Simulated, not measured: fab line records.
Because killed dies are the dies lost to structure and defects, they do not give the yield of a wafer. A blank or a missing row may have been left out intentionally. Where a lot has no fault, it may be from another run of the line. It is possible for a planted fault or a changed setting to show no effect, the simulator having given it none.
2 desks, one fault :: flow sky130 :: only its own numbers are on each desk; what lay behind them is given at the end

AT THE METROLOGY DESK
What the gauges read, lot by lot, whatever tool the lot ran on: means of the sampled wafers that have a number. Marked OUT: a lot whose mean sits more than 4 standard deviations from the usual mean, which makes it out of limits; the brackets give that distance.
Columns: A = METAL2_ALCU_RS at SKY_METAL2_RS_MEAS_05, usual 0.1265 ohm/sq; B = VIA2_BOW at SKY_VIA2_BOW_MEAS_03, usual 85 um
lot: L278
first seen here: day 34 12:22
A: 0.1260
B: 85

lot: L281
first seen here: day 35 08:59
A: 0.1267
B: 82

lot: L284
first seen here: day 36 19:40
A: 0.1266
B: 92

lot: L286
first seen here: day 37 03:41
A: 0.1266
B: 90

lot: L287
first seen here: day 37 08:36
A: 0.1270
B: 85

lot: L289
first seen here: day 38 01:19
A: 0.1261
B: 92

lot: L290
first seen here: day 38 10:15
A: 0.1278
B: 81

lot: L291
first seen here: day 38 14:24
A: 0.1302
B: 84

lot: L292
first seen here: day 39 05:32
A: 0.1256
B: 82

lot: L295
first seen here: day 39 16:43
A: 0.1253
B: 78
Finding of this desk: none of the 10 lots has anything out of limits.

TOOL OWNER'S DESK, cmp-01
The tool's own readings at SKY_VIA2_CMP_02 (polishes SiO2): means of the sampled wafers that have a number, for each lot that ran on this tool. Marked OUT: a lot whose mean sits more than 4 standard deviations from the usual mean, which makes it out of limits; the brackets give that distance.
Columns: A = motor current A at SKY_VIA2_CMP_02, usual 12.6 A
lot: L278
first seen here: day 35 15:52
A: 13.0

lot: L286
first seen here: day 38 06:52
A: 13.3

lot: L289
first seen here: day 39 03:43
A: 12.9

lot: L290
first seen here: day 39 12:09
A: 12.8

lot: L291
first seen here: day 39 15:51
A: 12.8
Finding of this desk: none of the 5 lots has anything out of limits.

TAKEN TOGETHER
At the metrology desk, nothing out of limits was observed.
Nothing out of limits was seen by the tool owner's desk.

WHAT THE SIMULATOR HAD PUT IN
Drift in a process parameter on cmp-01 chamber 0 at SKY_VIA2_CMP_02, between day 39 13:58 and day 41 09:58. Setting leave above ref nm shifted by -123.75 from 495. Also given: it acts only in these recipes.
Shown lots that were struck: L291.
